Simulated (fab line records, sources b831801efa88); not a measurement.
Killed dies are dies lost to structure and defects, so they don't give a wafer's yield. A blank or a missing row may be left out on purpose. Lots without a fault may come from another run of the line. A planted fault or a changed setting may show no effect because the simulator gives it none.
Tool commonality check | flow gf180mcu | 14 lots, 42 wafers sampled

WHY IT WAS OPENED
At GF_VT_IMPLANT_TW_MEAS_10 the reading VT_IMPLANT_TW is flagged on 4 of 14 lots. Wafers without a fault read 559, standard deviation 3.8.
Rule: a lot is flagged when every wafer of it that has a number lies more than 4 standard deviations from that mean, or none has a number. The other lots count as sound.

lot  | measured    | on            | VT_IMPLANT_TW, wafer by wafer | flag
L337 | day 5 18:13 | film_metro-04 | 556 554 554                   |
L338 | day 6 00:23 | film_metro-02 | 565 565 562                   |
L339 | day 6 04:26 | film_metro-04 | 558 559 560                   |
L340 | day 6 09:46 | film_metro-03 | 553 557 558                   |
L341 | day 6 15:29 | film_metro-03 | 553 554 555                   |
L342 | day 6 21:34 | film_metro-04 | 558 562 557                   |
L343 | day 7 01:56 | film_metro-03 | 555 556 552                   |
L344 | day 7 12:53 | film_metro-02 | 558 557 561                   |
L345 | day 7 15:09 | film_metro-04 | 560 564 559                   |
L346 | day 7 20:04 | film_metro-02 | 561 561 561                   |
L347 | day 8 06:18 | film_metro-04 | 361 363 360                   | FLAGGED
L348 | day 8 11:37 | film_metro-03 | 361 363 362                   | FLAGGED
L349 | day 8 16:41 | film_metro-02 | 362 364 363                   | FLAGGED
L350 | day 9 00:07 | film_metro-03 | 359 358 360                   | FLAGGED
The numbers of the flagged lots are 361 on average: -198 against the usual, or -52 standard deviations.

WHICH TOOL RAN EACH LOT
The record holds 1 process step before the reading, out of a route of 602 steps. In each cell: the tool, then ch and the chambers that the sampled wafers went through, then the start.
lot  | flag    | GF_VT_IMPLANT_IMPLANT_08
L337 |         | implanter-04 ch 0, day 5 17:58
L338 |         | implanter-04 ch 0, day 6 00:08
L339 |         | implanter-01 ch 0, day 6 04:11
L340 |         | implanter-01 ch 0, day 6 09:31
L341 |         | implanter-04 ch 0, day 6 15:14
L342 |         | implanter-02 ch 0, day 6 21:21
L343 |         | implanter-04 ch 0, day 7 01:43
L344 |         | implanter-02 ch 0, day 7 12:38
L345 |         | implanter-01 ch 0, day 7 14:56
L346 |         | implanter-02 ch 0, day 7 19:50
L347 | FLAGGED | implanter-02 ch 0, day 8 06:03
L348 | FLAGGED | implanter-02 ch 0, day 8 11:22
L349 | FLAGGED | implanter-04 ch 0, day 8 16:26
L350 | FLAGGED | implanter-01 ch 0, day 8 23:53
What these steps do:
- GF_VT_IMPLANT_IMPLANT_08
- GF_VT_IMPLANT_TW_MEAS_10

FLAGGED OVER TOTAL, TOOL BY TOOL (the gauges that took the reading come last)
step                     | tool          | lots run | flagged | share of the flagged lots | sound lots run after its first flagged lot
GF_VT_IMPLANT_IMPLANT_08 | implanter-01  | 4        | 1       | some                      | 0
GF_VT_IMPLANT_IMPLANT_08 | implanter-02  | 5        | 2       | some                      | 0
GF_VT_IMPLANT_IMPLANT_08 | implanter-04  | 5        | 1       | some                      | 0
GF_VT_IMPLANT_TW_MEAS_10 | film_metro-02 | 4        | 1       | some                      | 0
GF_VT_IMPLANT_TW_MEAS_10 | film_metro-03 | 5        | 2       | some                      | 0
GF_VT_IMPLANT_TW_MEAS_10 | film_metro-04 | 5        | 1       | some                      | 0

WHAT THE TABLE ALLOWS
No row of the table ran every flagged lot.

WHAT THE SIMULATOR HAD PUT IN
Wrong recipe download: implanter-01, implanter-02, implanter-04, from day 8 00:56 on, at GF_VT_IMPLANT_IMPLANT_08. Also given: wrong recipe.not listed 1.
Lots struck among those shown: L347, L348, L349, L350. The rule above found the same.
